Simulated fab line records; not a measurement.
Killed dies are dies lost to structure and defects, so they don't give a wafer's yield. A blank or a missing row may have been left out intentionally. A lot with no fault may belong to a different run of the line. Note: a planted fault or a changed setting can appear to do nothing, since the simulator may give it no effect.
fab line records :: flow sky130
record
  lots=14
  wafers=42
  last-day=50
route steps=708 shown LDD_HVN@275
lots untouched by any fault: they come from a run of this same line in which no faults occurred
start-h: start of the lot's first displayed wafer, in hours after the record's first day :: wait-h: hours elapsed since this lot's preceding step :: " repeats the value in the row above :: L1.1+2: a row that stands for several wafers :: - either no value or no given start :: * or withheld: withheld :: < > ~ a bound
route shown NAME@n: NAME is a module with steps in the file, n the number in the route of the first one :: usual: average and standard deviation across the fault-free wafers :: same: alike in all rows :: chamber/n: place in a boat :: sites: readings site by site :: _std_site: standard deviation across them :: _edge_site: inner sites' mean taken away from outer sites' mean :: radius-mm: for every site, how far away it sits from the centre of the wafer :: mask NAME#n: copy n :: behind: tool/chamber where the wafer was last shaped :: hold: cause of the lot's hold/its duration in hours/its outcome :: device: whichever transistor did not switch (one of n, p or np) :: end of line: the tests these same wafers got at the end of their route :: step lacking rows: just its recipe :: killed: dies lost to structure and defects at the first sort, not the wafer's yield :: map: a wafer's dies, x killed, . not, _ none there
set.NAME: the setting that was run; set.NAME@STEP: the one run at that earlier step :: model.NAME: the simulator's own value behind a step, which no gauge read
steps of the route over a sample of lots; a table a step, a row a wafer
services: from which hour (start-h, from the record's first day; less than 0 if before it) a tool's chamber was out of use, for how many hours, and why
## steps
# step SKY_LDD_HVN_IMPLANT_08
# recipe
  species=P
  energy-kev=60
  dose-cm2=3e+13
  tilt-deg=40
# usual
  dose-ions-cm2=2.999e+13/3.1e+10
  faraday-current-uA=169/3.5
lot.wafer: L706.1
tool: implanter-02
chamber: 0
start-h: 467.77
wait-h: 0.0
dose-ions-cm2: 3.002e+13
faraday-current-uA: 170

lot.wafer: L706.3
tool: implanter-02
chamber: 0
start-h: 467.77
wait-h: 0.0
dose-ions-cm2: 3.002e+13
faraday-current-uA: 171

lot.wafer: L706.6
tool: implanter-02
chamber: 0
start-h: 467.77
wait-h: 0.0
dose-ions-cm2: 3e+13
faraday-current-uA: 173

lot.wafer: L707.2
tool: implanter-03
chamber: 0
start-h: 477.55
wait-h: 0.0
dose-ions-cm2: 2.995e+13
faraday-current-uA: 168

lot.wafer: L707.3
tool: implanter-03
chamber: 0
start-h: 477.55
wait-h: 0.0
dose-ions-cm2: 3.002e+13
faraday-current-uA: 165

lot.wafer: L707.4
tool: implanter-03
chamber: 0
start-h: 477.55
wait-h: 0.0
dose-ions-cm2: 3e+13
faraday-current-uA: 171

lot.wafer: L709.2
tool: implanter-01
chamber: 0
start-h: 495.15
wait-h: 0.0
dose-ions-cm2: 3.001e+13
faraday-current-uA: 168

lot.wafer: L709.3
tool: implanter-01
chamber: 0
start-h: 495.15
wait-h: 0.0
dose-ions-cm2: 3.004e+13
faraday-current-uA: 176

lot.wafer: L709.6
tool: implanter-01
chamber: 0
start-h: 495.15
wait-h: 0.0
dose-ions-cm2: 3.004e+13
faraday-current-uA: 168

lot.wafer: L710.3
tool: implanter-01
chamber: 0
start-h: 498.37
wait-h: 0.1
dose-ions-cm2: 3.001e+13
faraday-current-uA: 169

lot.wafer: L710.4
tool: implanter-01
chamber: 0
start-h: 498.37
wait-h: 0.1
dose-ions-cm2: 3.006e+13
faraday-current-uA: 170

lot.wafer: L710.6
tool: implanter-01
chamber: 0
start-h: 498.37
wait-h: 0.1
dose-ions-cm2: 3.003e+13
faraday-current-uA: 169

lot.wafer: L713.3
tool: implanter-03
chamber: 0
start-h: 546.96
wait-h: 0.1
dose-ions-cm2: 3.003e+13
faraday-current-uA: 162

lot.wafer: L713.5
tool: implanter-03
chamber: 0
start-h: 546.96
wait-h: 0.1
dose-ions-cm2: 3e+13
faraday-current-uA: 171

lot.wafer: L713.6
tool: implanter-03
chamber: 0
start-h: 546.96
wait-h: 0.1
dose-ions-cm2: 3.007e+13
faraday-current-uA: 168

lot.wafer: L715.3
tool: implanter-02
chamber: 0
start-h: 550.21
wait-h: 0.1
dose-ions-cm2: 2.998e+13
faraday-current-uA: 171

lot.wafer: L715.4
tool: implanter-02
chamber: 0
start-h: 550.21
wait-h: 0.1
dose-ions-cm2: 2.995e+13
faraday-current-uA: 171

lot.wafer: L715.6
tool: implanter-02
chamber: 0
start-h: 550.21
wait-h: 0.1
dose-ions-cm2: 2.999e+13
faraday-current-uA: 173

lot.wafer: L717.3
tool: implanter-02
chamber: 0
start-h: 559.02
wait-h: 0.1
dose-ions-cm2: 3e+13
faraday-current-uA: 172

lot.wafer: L717.4
tool: implanter-02
chamber: 0
start-h: 559.02
wait-h: 0.1
dose-ions-cm2: 3.002e+13
faraday-current-uA: 165

lot.wafer: L717.5
tool: implanter-02
chamber: 0
start-h: 559.02
wait-h: 0.1
dose-ions-cm2: 3.001e+13
faraday-current-uA: 165

lot.wafer: L719.3
tool: implanter-03
chamber: 0
start-h: 576.12
wait-h: 0.1
dose-ions-cm2: 2.752e+13
faraday-current-uA: 153

lot.wafer: L719.5
tool: implanter-03
chamber: 0
start-h: 576.12
wait-h: 0.1
dose-ions-cm2: 2.75e+13
faraday-current-uA: 151

lot.wafer: L719.6
tool: implanter-03
chamber: 0
start-h: 576.12
wait-h: 0.1
dose-ions-cm2: 2.753e+13
faraday-current-uA: 153

lot.wafer: L720.1
tool: implanter-03
chamber: 0
start-h: 591.81
wait-h: 0.0
dose-ions-cm2: 2.751e+13
faraday-current-uA: 157

lot.wafer: L720.2
tool: implanter-03
chamber: 0
start-h: 591.81
wait-h: 0.0
dose-ions-cm2: 2.749e+13
faraday-current-uA: 150

lot.wafer: L720.6
tool: implanter-03
chamber: 0
start-h: 591.81
wait-h: 0.0
dose-ions-cm2: 2.756e+13
faraday-current-uA: 159

lot.wafer: L722.1
tool: implanter-02
chamber: 0
start-h: 609.12
wait-h: 0.0
dose-ions-cm2: 3.002e+13
faraday-current-uA: 166

lot.wafer: L722.4
tool: implanter-02
chamber: 0
start-h: 609.12
wait-h: 0.0
dose-ions-cm2: 2.998e+13
faraday-current-uA: 165

lot.wafer: L722.6
tool: implanter-02
chamber: 0
start-h: 609.12
wait-h: 0.0
dose-ions-cm2: 2.997e+13
faraday-current-uA: 173

lot.wafer: L723.1
tool: implanter-02
chamber: 0
start-h: 610.86
wait-h: 0.0
dose-ions-cm2: 2.998e+13
faraday-current-uA: 165

lot.wafer: L723.5
tool: implanter-02
chamber: 0
start-h: 610.86
wait-h: 0.0
dose-ions-cm2: 3.002e+13
faraday-current-uA: 171

lot.wafer: L723.6
tool: implanter-02
chamber: 0
start-h: 610.86
wait-h: 0.0
dose-ions-cm2: 2.995e+13
faraday-current-uA: 162

lot.wafer: L726.1
tool: implanter-02
chamber: 0
start-h: 633.17
wait-h: 0.0
dose-ions-cm2: 3e+13
faraday-current-uA: 168

lot.wafer: L726.2
tool: implanter-02
chamber: 0
start-h: 633.17
wait-h: 0.0
dose-ions-cm2: 3.003e+13
faraday-current-uA: 167

lot.wafer: L726.5
tool: implanter-02
chamber: 0
start-h: 633.17
wait-h: 0.0
dose-ions-cm2: 3.004e+13
faraday-current-uA: 169

lot.wafer: L728.2
tool: implanter-02
chamber: 0
start-h: 657.34
wait-h: 0.0
dose-ions-cm2: 2.995e+13
faraday-current-uA: 165

lot.wafer: L728.3
tool: implanter-02
chamber: 0
start-h: 657.34
wait-h: 0.0
dose-ions-cm2: 3e+13
faraday-current-uA: 171

lot.wafer: L728.5
tool: implanter-02
chamber: 0
start-h: 657.34
wait-h: 0.0
dose-ions-cm2: 3.003e+13
faraday-current-uA: 168

lot.wafer: L729.1
tool: implanter-03
chamber: 0
start-h: 661.12
wait-h: 0.0
dose-ions-cm2: 2.997e+13
faraday-current-uA: 172

lot.wafer: L729.2
tool: implanter-03
chamber: 0
start-h: 661.12
wait-h: 0.0
dose-ions-cm2: 2.994e+13
faraday-current-uA: 166

lot.wafer: L729.3
tool: implanter-03
chamber: 0
start-h: 661.12
wait-h: 0.0
dose-ions-cm2: 2.998e+13
faraday-current-uA: 167
# step SKY_LDD_HVN_TW_MEAS_10
# usual
  LDD_HVN_TW=1439/8.9
lot.wafer: L706.1
tool: film-metro-01
chamber: -
start-h: 468.02
wait-h: 0.1
hold: -
LDD_HVN_TW: 1443

lot.wafer: L706.3
tool: film-metro-01
chamber: -
start-h: 468.02
wait-h: 0.1
hold: -
LDD_HVN_TW: 1438

lot.wafer: L706.6
tool: film-metro-01
chamber: -
start-h: 468.02
wait-h: 0.1
hold: -
LDD_HVN_TW: 1442

lot.wafer: L707.2
tool: film-metro-01
chamber: -
start-h: 477.78
wait-h: 0.1
hold: -
LDD_HVN_TW: 1442

lot.wafer: L707.3
tool: film-metro-01
chamber: -
start-h: 477.78
wait-h: 0.1
hold: -
LDD_HVN_TW: 1448

lot.wafer: L707.4
tool: film-metro-01
chamber: -
start-h: 477.78
wait-h: 0.1
hold: -
LDD_HVN_TW: 1443

lot.wafer: L709.2
tool: film-metro-02
chamber: -
start-h: 495.38
wait-h: 0.1
hold: -
LDD_HVN_TW: 1438

lot.wafer: L709.3
tool: film-metro-02
chamber: -
start-h: 495.38
wait-h: 0.1
hold: -
LDD_HVN_TW: 1440

lot.wafer: L709.6
tool: film-metro-02
chamber: -
start-h: 495.38
wait-h: 0.1
hold: -
LDD_HVN_TW: 1449

lot.wafer: L710.3
tool: film-metro-01
chamber: -
start-h: 498.59
wait-h: 0.1
hold: -
LDD_HVN_TW: 1446

lot.wafer: L710.4
tool: film-metro-01
chamber: -
start-h: 498.59
wait-h: 0.1
hold: -
LDD_HVN_TW: 1448

lot.wafer: L710.6
tool: film-metro-01
chamber: -
start-h: 498.59
wait-h: 0.1
hold: -
LDD_HVN_TW: 1444

lot.wafer: L713.3
tool: film-metro-01
chamber: -
start-h: 547.18
wait-h: 0.1
hold: -
LDD_HVN_TW: 1445

lot.wafer: L713.5
tool: film-metro-01
chamber: -
start-h: 547.18
wait-h: 0.1
hold: -
LDD_HVN_TW: 1452

lot.wafer: L713.6
tool: film-metro-01
chamber: -
start-h: 547.18
wait-h: 0.1
hold: -
LDD_HVN_TW: 1455

lot.wafer: L715.3
tool: film-metro-02
chamber: -
start-h: 550.43
wait-h: 0.1
hold: -
LDD_HVN_TW: 1429

lot.wafer: L715.4
tool: film-metro-02
chamber: -
start-h: 550.43
wait-h: 0.1
hold: -
LDD_HVN_TW: 1421

lot.wafer: L715.6
tool: film-metro-02
chamber: -
start-h: 550.43
wait-h: 0.1
hold: -
LDD_HVN_TW: 1412

lot.wafer: L717.3
tool: film-metro-02
chamber: -
start-h: 559.24
wait-h: 0.1
hold: -
LDD_HVN_TW: 1421

lot.wafer: L717.4
tool: film-metro-02
chamber: -
start-h: 559.24
wait-h: 0.1
hold: -
LDD_HVN_TW: 1420

lot.wafer: L717.5
tool: film-metro-02
chamber: -
start-h: 559.24
wait-h: 0.1
hold: -
LDD_HVN_TW: 1421

lot.wafer: L719.3
tool: film-metro-01
chamber: -
start-h: 576.34
wait-h: 0.1
hold: await-dispo/0.2h/release
LDD_HVN_TW: 1404

lot.wafer: L719.5
tool: film-metro-01
chamber: -
start-h: 576.34
wait-h: 0.1
hold: await-dispo/0.2h/release
LDD_HVN_TW: 1406

lot.wafer: L719.6
tool: film-metro-01
chamber: -
start-h: 576.34
wait-h: 0.1
hold: await-dispo/0.2h/release
LDD_HVN_TW: 1399

lot.wafer: L719.3
tool: film-metro-01
chamber: -
start-h: 576.57
wait-h: 0.2
hold: -
LDD_HVN_TW: 1403

lot.wafer: L719.5
tool: film-metro-01
chamber: -
start-h: 576.57
wait-h: 0.2
hold: -
LDD_HVN_TW: 1394

lot.wafer: L719.6
tool: film-metro-01
chamber: -
start-h: 576.57
wait-h: 0.2
hold: -
LDD_HVN_TW: 1407

lot.wafer: L720.1
tool: film-metro-03
chamber: -
start-h: 592.06
wait-h: 0.1
hold: await-dispo/0.2h/release
LDD_HVN_TW: 1400

lot.wafer: L720.2
tool: film-metro-03
chamber: -
start-h: 592.06
wait-h: 0.1
hold: await-dispo/0.2h/release
LDD_HVN_TW: 1403

lot.wafer: L720.6
tool: film-metro-03
chamber: -
start-h: 592.06
wait-h: 0.1
hold: await-dispo/0.2h/release
LDD_HVN_TW: 1398

lot.wafer: L720.1
tool: film-metro-03
chamber: -
start-h: 592.29
wait-h: 0.2
hold: -
LDD_HVN_TW: 1399

lot.wafer: L720.2
tool: film-metro-03
chamber: -
start-h: 592.29
wait-h: 0.2
hold: -
LDD_HVN_TW: 1396

lot.wafer: L720.6
tool: film-metro-03
chamber: -
start-h: 592.29
wait-h: 0.2
hold: -
LDD_HVN_TW: 1393

lot.wafer: L722.1
tool: film-metro-01
chamber: -
start-h: 609.37
wait-h: 0.1
hold: -
LDD_HVN_TW: 1444

lot.wafer: L722.4
tool: film-metro-01
chamber: -
start-h: 609.37
wait-h: 0.1
hold: -
LDD_HVN_TW: 1431

lot.wafer: L722.6
tool: film-metro-01
chamber: -
start-h: 609.37
wait-h: 0.1
hold: -
LDD_HVN_TW: 1446

lot.wafer: L723.1
tool: film-metro-01
chamber: -
start-h: 611.11
wait-h: 0.1
hold: -
LDD_HVN_TW: 1446

lot.wafer: L723.5
tool: film-metro-01
chamber: -
start-h: 611.11
wait-h: 0.1
hold: -
LDD_HVN_TW: 1436

lot.wafer: L723.6
tool: film-metro-01
chamber: -
start-h: 611.11
wait-h: 0.1
hold: -
LDD_HVN_TW: 1442

lot.wafer: L726.1
tool: film-metro-03
chamber: -
start-h: 633.42
wait-h: 0.1
hold: -
LDD_HVN_TW: 1429

lot.wafer: L726.2
tool: film-metro-03
chamber: -
start-h: 633.42
wait-h: 0.1
hold: -
LDD_HVN_TW: 1433

lot.wafer: L726.5
tool: film-metro-03
chamber: -
start-h: 633.42
wait-h: 0.1
hold: -
LDD_HVN_TW: 1435

lot.wafer: L728.2
tool: film-metro-02
chamber: -
start-h: 657.57
wait-h: 0.1
hold: -
LDD_HVN_TW: 1425

lot.wafer: L728.3
tool: film-metro-02
chamber: -
start-h: 657.57
wait-h: 0.1
hold: -
LDD_HVN_TW: 1426

lot.wafer: L728.5
tool: film-metro-02
chamber: -
start-h: 657.57
wait-h: 0.1
hold: -
LDD_HVN_TW: 1425

lot.wafer: L729.1
tool: film-metro-01
chamber: -
start-h: 661.37
wait-h: 0.1
hold: -
LDD_HVN_TW: 1436

lot.wafer: L729.2
tool: film-metro-01
chamber: -
start-h: 661.37
wait-h: 0.1
hold: -
LDD_HVN_TW: 1434

lot.wafer: L729.3
tool: film-metro-01
chamber: -
start-h: 661.37
wait-h: 0.1
hold: -
LDD_HVN_TW: 1439
## services
tool: implanter-03
chamber: -
start-h: 479.74
hours: 6.4
kind: pm

tool: implanter-01
chamber: -
start-h: 485.16
hours: 9.9
kind: pm

tool: implanter-03
chamber: -
start-h: 518.11
hours: 3.1
kind: repair

tool: implanter-03
chamber: -
start-h: 601.23
hours: 0.6
kind: repair

tool: implanter-03
chamber: -
start-h: 603.69
hours: 23.2
kind: pm

tool: implanter-01
chamber: -
start-h: 622.01
hours: 5.2
kind: repair
## key
first-sign
  step=SKY_LDD_HVN_IMPLANT_08
  reading=dose-ions-cm2
  direction=down
  sigmas=79
  usual=*
  struck=*
effect
  step=SKY_LDD_HVN_IMPLANT_08
  reading=faraday-current-uA
  direction=down
  sigmas=4.3
  usual=169
  struck=154
effect
  step=SKY_LDD_HVN_TW_MEAS_10
  reading=visit
  direction=added
met-at SKY_LDD_HVN_IMPLANT_08
struck-lots L719,L720
tester-left-out L719,L720
onset-between 546.96 576.12
fault
  kind=process-parameter-drift
  tool=implanter-03
  chamber=-
  onset-h=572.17
  steps=SKY_LDD_HVN_IMPLANT_08
  channel=dose-cm2
  offset=*
  shape=step
  end-h=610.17
  acts-in=*
  stated=*
# tester-left-out: of these lots the tester's yield and bins aren't shown, on N5 and GAA mostly nor the transistor test; their killed dies are dies lost to structure and defects alone, not to doping, threshold or leakage, so they don't give the yield
